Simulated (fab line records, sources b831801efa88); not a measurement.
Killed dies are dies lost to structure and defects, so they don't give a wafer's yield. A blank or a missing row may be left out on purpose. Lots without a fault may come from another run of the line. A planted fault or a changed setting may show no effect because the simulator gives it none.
fab line records | flow sky130
record lots=6 wafers=18 last_day=50
route steps=708 shown FIELD_ISO@25 NWELL@32 DNWELL@35 PAD_OPEN@708
lots that met no fault: from a run of the same line without faults
start_h: hours from the record's first day to the start of the lot's first wafer shown | wait_h: hours since the lot's step before | " the same as in the row above | L1.1+2: a row that stands for several wafers | - no value, or no start given | * or withheld: withheld | < > ~ a bound
route shown NAME@n: a module of which the file shows steps, and the number in the route of the first | usual: mean/standard deviation of fault-free wafers | same: alike in all rows | chamber/n: place in a boat | sites: the reading at each site | _std_site: their standard deviation | _edge_site: outer sites' mean less inner sites' | radius_mm: how far each site lies from the wafer's centre | mask NAME#n: copy n | behind: the tool/chamber that last shaped the wafer | hold: why the lot was held/for how many hours/how that ended | device: the transistor (n, p or np) that didn't switch | end of line: the same wafers' tests at the end of the route | a step without rows: its recipe alone | killed: dies lost to structure and defects at the first sort, not the wafer's yield | map: a wafer's dies, x killed, . not, _ none there
set.NAME: the setting as run; set.NAME@STEP: as run at that earlier step | model.NAME: the simulator's own value behind a step, which no gauge read
lots at some steps of the route; a table a step, a row a wafer
services: from which hour (start_h, from the record's first day; less than 0 if before it) a tool's chamber was out of use, for how many hours, and why
## steps
# step SKY_FIELD_ISO_CVD_24
# recipe material=SiO2 target_thk_nm=595 temp_c=650 sigma_open_frac=0.3 time_s=99.2 sih4_flow_sccm=60 pressure_mtorr=6
# step SKY_FIELD_ISO_THK_MEAS_25
# recipe reads=SiO2_of_FIELD_ISO_CVD_24
# usual FIELD_ISO_CVD_24_THK=595/6.7
# columns lot.wafer tool chamber start_h wait_h FIELD_ISO_CVD_24_THK[nm]
L963.3 film_metro-04 - 62.96 0.1 598
L963.5 " - " " 597
L963.6 " - " " 599
L965.2 film_metro-01 - 76.71 0.0 590
L965.3 " - " " 601
L965.5 " - " " 592
L973.3 film_metro-02 - 121.00 0.1 592
L973.4 " - " " 597
L973.6 " - " " 590
L974.2 film_metro-04 - 126.47 0.0 595
L974.3 " - " " 608
L974.6 " - " " 606
L976.3 film_metro-01 - 132.02 0.1 589
L976.4 " - " " 594
L976.5 " - " " 588
L978.2 film_metro-04 - 144.36 0.0 593
L978.3 " - " " 587
L978.5 " - " " 592
# step SKY_FIELD_ISO_ANNEAL_26
# recipe temp_c=1000 time_s=1800 ambient=N2
# step SKY_FIELD_ISO_CMP_27
# recipe stop_on=Si3N4 t_overpolish_s=16 down_force_psi=4 platen_rpm=60 target_thk_nm=457.8 pad_velocity_m_s=0.94248
# usual edge_zone_pressure_frac=1.000/0.0056 motor_current_A=12.1/1.4 overpolish_run_s=16.000/0.0089 slurry_flow_ml_min=150.0/0.49 time_to_endpoint_s=113/4.6
# columns lot.wafer tool chamber start_h wait_h edge_zone_pressure_frac motor_current_A overpolish_run_s slurry_flow_ml_min time_to_endpoint_s
L963.3 cmp-02 2 65.06 0.4 0.998 11.8 15.978 148.9 109
L963.6 " 3 " " 1.003 10.5 15.997 150.2 107
L963.5 " 0 " " 0.999 11.3 16.019 150.0 115
L965.3 cmp-01 2 78.26 0.0 0.997 12.8 15.997 149.7 113
L965.2 " 1 " " 1.004 12.1 16.004 150.5 110
L965.5 " 2 " " 1.006 12.9 15.996 149.6 110
L973.4 cmp-02 3 123.18 0.1 1.000 11.0 15.996 150.5 106
L973.3 " 1 " " 1.003 10.4 15.991 149.6 115
L973.6 " 3 " " 0.999 11.0 15.988 150.3 106
L974.3 cmp-01 3 128.07 0.1 1.007 14.4 15.996 150.7 115
L974.2 " 1 " " 1.002 12.3 15.999 149.2 115
L974.6 " 3 " " 1.005 14.4 15.986 149.5 120
L976.3 cmp-02 0 133.56 0.0 0.997 11.8 16.001 149.8 114
L976.4 " 1 " " 0.996 10.5 15.997 150.0 116
L976.5 " 0 " " 1.002 11.5 15.991 149.7 116
L978.2 cmp-02 0 145.91 0.0 1.000 11.0 16.002 149.9 108
L978.3 " 3 " " 0.997 11.3 15.997 150.1 105
L978.5 " 0 " " 1.001 11.5 15.997 149.6 109
# step SKY_FIELD_ISO_WET_ETCH_28
# recipe chemistry=dHF target_depth_nm=23.7 target=SiO2 dilution=10:1 temp_c=25 time_s=47
# step SKY_FIELD_ISO_WET_ETCH_29
# recipe chemistry=H3PO4 target_depth_nm=160 target=Si3N4 temp_c=160 time_s=1825
# step SKY_FIELD_ISO_WET_ETCH_30
# recipe chemistry=dHF target_depth_nm=25 target=SiO2 dilution=10:1 temp_c=25 time_s=50
# step SKY_NWELL_CLEAN_00
# recipe chemistry=SC1/SC2 mix=1:4:20 temp_c=70 time_s=150 dry=n2_spin
# step SKY_NWELL_OXIDATION_01
# recipe temp_c=900 ambient=O2 stabilise_s=600 purge_s=300 target_thk_a=100 ox_time_s=1418
# step SKY_NWELL_THK_MEAS_02
# recipe reads=SiO2_of_NWELL_OXIDATION_01
# usual NWELL_OXIDATION_THK=9.99/0.19
# columns lot.wafer tool chamber start_h wait_h NWELL_OXIDATION_THK[nm]
L963.3 film_metro-03 - 67.29 0.0 9.84
L963.5 " - " " 9.87
L963.6 " - " " 9.79
L965.2 film_metro-04 - 81.00 0.0 9.92
L965.3 " - " " 9.79
L965.5 " - " " 10.00
L973.3 film_metro-03 - 125.80 0.0 9.87
L973.4 " - " " 9.87
L973.6 " - " " 9.92
L974.2 film_metro-03 - 130.34 0.0 10.04
L974.3 " - " " 10.16
L974.6 " - " " 10.40
L976.3 film_metro-01 - 135.94 0.0 10.10
L976.4 " - " " 9.96
L976.5 " - " " 9.82
L978.2 film_metro-01 - 148.22 0.0 9.97
L978.3 " - " " 9.93
L978.5 " - " " 9.90
# step SKY_DNWELL_DEHYDRATE_00
# recipe temp_c=200 time_s=60
# step SKY_DNWELL_HMDS_01
# recipe prime_time_s=60 prime_temp_c=120
# step SKY_DNWELL_COAT_02
# recipe spin_rpm=2000 resist_thk_nm=3000
# usual chill_plate_temp_C=23.00/0.11 spin_speed_rpm=2000.2/1.3
# columns lot.wafer tool chamber start_h wait_h chill_plate_temp_C spin_speed_rpm model.coat_of_DNWELL_COAT_02.thk_nm
L963.3 litho_track-03 0 75.07 0.1 23.17 2001.5 3001
L963.5 " 0 " " 22.92 2003.5 3011
L963.6 " 0 " " 22.84 2001.6 2998
L965.2 litho_track-02 0 88.84 0.1 22.86 2000.6 3005
L965.3 " 0 " " 23.08 1996.0 3001
L965.5 " 0 " " 23.19 1999.8 3005
L973.3 litho_track-02 0 135.37 0.1 22.94 2000.8 2068
L973.4 " 0 " " 23.08 1999.5 2065
L973.6 " 0 " " 22.95 2002.2 2064
L974.2 litho_track-02 0 139.39 0.1 23.04 2000.8 2074
L974.3 " 0 " " 23.10 2000.7 2070
L974.6 " 0 " " 23.10 2000.5 2075
L976.3 litho_track-01 0 144.97 0.1 22.99 2001.2 2992
L976.4 " 0 " " 22.97 2000.0 2997
L976.5 " 0 " " 23.07 2003.5 3001
L978.2 litho_track-03 0 158.14 0.1 22.85 1999.7 3006
L978.3 " 0 " " 23.09 1999.9 2998
L978.5 " 0 " " 22.89 2000.0 3007
# step SKY_DNWELL_SOFTBAKE_03
# recipe temp_c=110 time_s=withheld
# step SKY_DNWELL_EXPOSE_04
# recipe mask_id=DNM na=0.57 target_cd_nm=3000 dose_mj=222
# step SKY_DNWELL_PEB_05
# recipe temp_c=115 time_s=withheld
# step SKY_DNWELL_DEVELOP_06
# recipe wall_angle_deg=90 developer=TMAH develop_time_s=60 dev_temp_c=23
# usual chill_plate_temp_C=23.01/0.11
# same develop_time_s=60
# columns lot.wafer tool chamber start_h wait_h chill_plate_temp_C model.coat_of_DNWELL_COAT_02.thk_nm
L963.3 litho_track-01 0 - - 23.04 2996
L963.5 " 0 " " 23.03 3007
L963.6 " 0 " " 23.00 2994
L965.2 litho_track-02 0 - - 22.77 3001
L965.3 " 0 " " 23.04 2997
L965.5 " 0 " " 23.13 3001
L973.3 litho_track-02 0 - - 23.04 2063
L973.4 " 0 " " 23.14 2061
L973.6 " 0 " " 23.06 2060
L974.2 litho_track-03 0 - - 22.97 2070
L974.3 " 0 " " 22.87 2066
L974.6 " 0 " " 23.04 2070
L976.3 litho_track-02 0 - - 22.97 2988
L976.4 " 0 " " 22.95 2993
L976.5 " 0 " " 22.97 2997
L978.2 litho_track-02 0 - - 23.12 3001
L978.3 " 0 " " 23.04 2993
L978.5 " 0 " " 23.21 3003
# step SKY_DNWELL_IMPLANT_07
# recipe species=P energy_kev=withheld dose_cm2=withheld tilt_deg=withheld
# step SKY_DNWELL_STRIP_08
# recipe chemistry=O2/N2 power_w=1400 pressure_mtorr=1500 platen_temp_c=withheld o2_flow_sccm=3000 n2_flow_sccm=300 overash_fraction=0.5
# usual drypump_motor_current_A=5.74/0.27 oes_product_au=0.722/0.0051 strip_time_to_endpoint_s=36.92/0.11
# columns lot.wafer tool chamber start_h wait_h drypump_motor_current_A oes_product_au rf_hours_counter_h strip_time_to_endpoint_s
L963.3 plasma_asher-03 1 84.11 0.1 5.41 0.717 - 36.92
L963.5 " 0 " " 5.66 0.717 - 37.04
L963.6 " 1 " " 5.41 0.727 - 36.89
L965.2 plasma_asher-01 1 97.57 0.1 6.28 0.727 40 36.98
L965.3 " 0 " " 5.98 0.721 - 36.93
L965.5 " 0 " " 5.97 0.722 - 36.97
L973.3 plasma_asher-01 0 144.85 0.1 5.99 0.714 - 26.13
L973.4 " 1 " " 6.27 0.714 - 26.10
L973.6 " 1 " " 6.29 0.726 - 26.08
L974.2 plasma_asher-02 0 149.02 0.1 5.63 0.726 49 26.21
L974.3 " 1 " " 5.74 0.723 - 26.18
L974.6 " 1 " " 5.77 0.715 - 26.21
L976.3 plasma_asher-02 1 155.55 0.1 5.78 0.715 - 36.82
L976.4 " 0 " " 5.63 0.724 - 36.89
L976.5 " 1 " " 5.75 0.719 - 36.93
L978.2 plasma_asher-01 0 168.97 0.1 6.00 0.718 5 36.98
L978.3 " 0 " " 5.94 0.717 - 36.88
L978.5 " 1 " " 6.30 0.716 - 37.00
# step SKY_DNWELL_TW_MEAS_09
# usual DNWELL_TW=1121/9.3
# columns lot.wafer tool chamber start_h wait_h DNWELL_TW
L963.3 film_metro-01 - 84.19 0.1 1128
L963.5 " - " " 1132
L963.6 " - " " 1135
L965.2 film_metro-01 - 97.68 0.1 1132
L965.3 " - " " 1129
L965.5 " - " " 1134
L973.3 film_metro-04 - 144.94 0.1 1113
L973.4 " - " " 1108
L973.6 " - " " 1112
L974.2 film_metro-03 - 149.13 0.1 1118
L974.3 " - " " 1115
L974.6 " - " " 1120
L976.3 film_metro-01 - 155.64 0.1 1129
L976.4 " - " " 1126
L976.5 " - " " 1132
L978.2 film_metro-03 - 169.08 0.1 1122
L978.3 " - " " 1118
L978.5 " - " " 1114
# step SKY_PAD_OPEN_PROBE_99
# usual killed_at_M0_to_M3=43/7.5 killed_at_M4_up=3.0/1.6 killed_at_contacts=23/5.8 killed_at_front_end=14/4.8 killed_at_other=0.3/0.52 killed_dies=84/9.1 killed_open=47/7.2 killed_short=37/5.8
# same gross_dies=492 killed_at_back_side=0
# columns lot.wafer tool chamber start_h wait_h killed_at_M0_to_M3 killed_at_M4_up killed_at_contacts killed_at_front_end killed_at_other killed_dies killed_open killed_short model.etest.res_deep_nwell.width_nm model.etest.res_deep_nwell.line_ohm_um model.etest.nfet_05v0_nvt.vt_long_v
L965.2 prober-02 - 1137.56 0.1 51 3 27 15 0 96 55 41 2999 743.3 0.2234
L965.3 prober-02 - 1137.61 0.2 54 1 27 12 0 94 53 41 3011 752.5 0.2352
L965.5 prober-02 - 1137.71 0.2 39 2 30 10 1 82 49 33 3015 739.3 0.2361
L963.3 prober-01 - 1137.57 0.2 40 3 24 27 0 94 52 42 2996 743.1 0.2226
L963.5 prober-01 - 1137.67 0.2 41 2 17 17 1 78 47 31 3012 754.6 0.2255
L963.6 prober-01 - 1137.72 0.2 43 5 17 20 1 86 42 44 2987 749.9 0.2311
L973.3 prober-02 - 1171.68 0.2 49 4 12 15 0 80 37 43 3091 716.9 0.2311
L973.4 prober-02 - 1171.73 0.2 53 1 20 23 0 97 55 42 3073 725.4 0.2292
L973.6 prober-02 - 1171.83 0.2 34 4 19 11 0 68 39 29 3073 726 0.2414
L974.2 prober-01 - 1174.64 0.1 50 2 20 7 1 80 44 36 3070 733.2 0.2182
L974.3 prober-01 - 1174.69 0.2 43 6 35 7 0 91 51 40 3074 725.5 0.2272
L974.6 prober-01 - 1174.84 0.2 55 2 24 4 0 85 52 33 3076 721 0.2297
L976.3 prober-01 - 1184.08 0.2 64 2 15 10 0 91 51 40 3004 729.5 0.2323
L976.4 prober-01 - 1184.13 0.2 47 3 20 15 0 85 49 36 2982 727.1 0.2281
L976.5 prober-01 - 1184.18 0.2 51 1 13 12 0 77 50 27 2988 725.1 0.2296
L978.2 prober-01 - 1194.56 0.1 44 6 13 19 0 82 46 36 2997 725.2 0.2331
L978.3 prober-01 - 1194.61 0.2 38 4 19 18 0 79 49 30 3006 722 0.2272
L978.5 prober-01 - 1194.71 0.2 38 0 34 16 0 88 54 34 2994 725.7 0.2302
# killed by level:class
L965.2 VIA2:geometric_particle:open=11 VIA1:geometric_particle:open=10 CONTACT:geometric_particle:open=10 LI_CONTACT:geometric_particle:open=8 METAL1:geometric_particle:short=8 LOCAL_INTERCONNECT:geometric_particle:short=5 METAL3:geometric_particle:short=4 FIELD_ISO:geometric_particle:open=3
L963.3 VIA1:geometric_particle:open=9 POLY_GATE:geometric_particle:open=8 FIELD_ISO:geometric_particle:open=7 LI_CONTACT:geometric_particle:open=6 CONTACT:geometric_particle:open=6 CONTACT:geometric_particle:short=5 VIA1:geometric_particle:short=5 POLY_GATE:geometric_particle:short=4
L965.3 VIA1:geometric_particle:open=12 VIA3:geometric_particle:open=10 LOCAL_INTERCONNECT:geometric_particle:short=8 VIA2:geometric_particle:open=8 METAL2:geometric_particle:short=6 FIELD_ISO:geometric_particle:open=5 LI_CONTACT:geometric_particle:open=5 CONTACT:geometric_particle:open=5
L963.5 VIA1:geometric_particle:open=13 VIA3:geometric_particle:open=8 CONTACT:geometric_particle:open=6 LI_CONTACT:geometric_particle:open=6 METAL2:geometric_particle:short=6 FIELD_ISO:geometric_particle:short=5 POLY_GATE:geometric_particle:open=5 VIA2:geometric_particle:open=5
L965.5 VIA1:geometric_particle:open=11 CONTACT:geometric_particle:open=9 LI_CONTACT:geometric_particle:open=7 VIA3:geometric_particle:open=7 METAL2:geometric_particle:short=5 LI_CONTACT:geometric_particle:short=4 LOCAL_INTERCONNECT:geometric_particle:short=4 POLY_GATE:geometric_particle:open=3
L963.6 FIELD_ISO:geometric_particle:short=9 VIA1:geometric_particle:open=9 VIA2:geometric_particle:open=8 VIA3:geometric_particle:open=7 CONTACT:geometric_particle:open=6 METAL1:geometric_particle:short=6 LI_CONTACT:geometric_particle:open=5 METAL4:geometric_particle:short=5
L973.3 VIA1:geometric_particle:short=14 VIA1:geometric_particle:open=10 FIELD_ISO:geometric_particle:open=5 METAL1:geometric_particle:short=5 VIA2:geometric_particle:open=5 CONTACT:geometric_particle:open=5 FIELD_ISO:geometric_particle:short=4 VIA3:geometric_particle:open=4
L973.4 VIA1:geometric_particle:open=14 FIELD_ISO:geometric_particle:short=9 FIELD_ISO:geometric_particle:open=8 VIA3:geometric_particle:open=8 VIA1:geometric_particle:short=7 CONTACT:geometric_particle:open=6 METAL2:geometric_particle:short=5 LI_CONTACT:geometric_particle:open=5
L973.6 VIA1:geometric_particle:open=8 METAL1:geometric_particle:short=7 CONTACT:geometric_particle:open=6 LI_CONTACT:geometric_particle:open=6 VIA2:geometric_particle:open=5 CONTACT:geometric_particle:short=3 VIA3:geometric_particle:open=3 FIELD_ISO:geometric_particle:open=2
L974.2 VIA3:geometric_particle:open=16 CONTACT:geometric_particle:open=7 VIA1:geometric_particle:open=7 METAL2:geometric_particle:short=7 VIA1:geometric_particle:short=6 VIA2:geometric_particle:open=5 METAL1:geometric_particle:short=4 LI_CONTACT:geometric_particle:open=4
L974.3 VIA1:geometric_particle:open=12 CONTACT:geometric_particle:open=11 CONTACT:geometric_particle:short=9 LI_CONTACT:geometric_particle:open=8 VIA2:geometric_particle:open=7 METAL2:geometric_particle:short=6 LOCAL_INTERCONNECT:geometric_particle:short=5 METAL1:geometric_particle:short=5
L974.6 VIA1:geometric_particle:open=12 CONTACT:geometric_particle:open=10 VIA2:geometric_particle:open=8 VIA3:geometric_particle:open=8 LI_CONTACT:geometric_particle:open=7 METAL1:geometric_particle:short=7 METAL2:geometric_particle:short=6 METAL2:geometric_particle:open=4
L976.3 VIA1:geometric_particle:open=12 VIA2:geometric_particle:open=11 METAL1:geometric_particle:short=10 LI_CONTACT:geometric_particle:open=7 METAL2:geometric_particle:short=7 CONTACT:geometric_particle:open=6 VIA1:geometric_particle:short=6 VIA2:geometric_particle:short=6
L976.4 VIA2:geometric_particle:open=10 VIA1:geometric_particle:open=9 CONTACT:geometric_particle:open=9 VIA3:geometric_particle:open=6 FIELD_ISO:geometric_particle:short=5 VIA2:geometric_particle:short=5 CONTACT:geometric_particle:short=5 FIELD_ISO:geometric_particle:open=4
L976.5 VIA1:geometric_particle:open=16 CONTACT:geometric_particle:open=7 VIA3:geometric_particle:open=7 LI_CONTACT:geometric_particle:open=5 VIA1:geometric_particle:short=5 METAL3:geometric_particle:short=4 METAL1:geometric_particle:short=4 VIA2:geometric_particle:open=4
L978.2 VIA3:geometric_particle:open=8 CONTACT:geometric_particle:open=8 VIA2:geometric_particle:open=8 POLY_GATE:geometric_particle:short=7 VIA1:geometric_particle:open=6 FIELD_ISO:geometric_particle:short=5 VIA1:geometric_particle:short=4 VIA2:geometric_particle:short=4
L978.3 VIA1:geometric_particle:open=11 VIA2:geometric_particle:open=7 FIELD_ISO:geometric_particle:open=6 VIA1:geometric_particle:short=6 CONTACT:geometric_particle:open=6 VIA3:geometric_particle:open=6 POLY_GATE:geometric_particle:short=5 METAL2:geometric_particle:open=5
L978.5 CONTACT:geometric_particle:open=14 LI_CONTACT:geometric_particle:open=11 VIA3:geometric_particle:open=8 FIELD_ISO:geometric_particle:short=6 VIA1:geometric_particle:open=6 METAL2:geometric_particle:short=6 VIA2:geometric_particle:open=6 SPACER:geometric_particle:short=4
## services
# columns tool chamber start_h hours kind
cmp-01 - 64.00 4.0 pm
plasma_asher-03 - 65.92 0.9 repair
cmp-01 - 68.00 - consumable_replace:conditioner
cmp-01 - 68.00 - consumable_replace:pad
plasma_asher-02 - 84.67 2.2 repair
cmp-02 - 98.35 2.5 repair
plasma_asher-01 - 108.75 9.0 pm
plasma_asher-01 0 108.75 9.0 vent_cycle
plasma_asher-01 1 108.75 9.0 vent_cycle
plasma_asher-01 0 117.75 - clean
plasma_asher-01 1 117.75 - clean
plasma_asher-03 - 139.75 11.1 repair
cmp-02 - 154.51 5.9 pm
## key
first_sign step=SKY_DNWELL_STRIP_08 reading=strip_time_to_endpoint_s direction=down sigmas=99+ usual=* struck=*
effect none on later readings
model_effect step=SKY_DNWELL_COAT_02 value=coat_of_DNWELL_COAT_02.thk_nm without=3003 struck=2069
model_effect step=SKY_DNWELL_DEVELOP_06 value=coat_of_DNWELL_COAT_02.thk_nm without=2999 struck=2065
model_effect step=SKY_PAD_OPEN_PROBE_99 value=etest.res_deep_nwell.width_nm without=2996 struck=3076
met_at SKY_DNWELL_COAT_02
struck_wafers L973.3,L973.4,L973.6,L974.2,L974.3,L974.6
tester_left_out L973,L974
onset_between 88.84 135.37
fault kind=process_parameter_drift tool=litho_track-02 chamber=- onset_h=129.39 steps=SKY_DNWELL_COAT_02 channel=resist_thk_nm offset=-932.74 shape=step end_h=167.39 acts_in=these_recipes_only stated=3000
# tester_left_out: of these lots the tester's yield and bins aren't shown, on N5 and GAA mostly nor the transistor test; their killed dies are dies lost to structure and defects alone, not to doping, threshold or leakage, so they don't give the yield
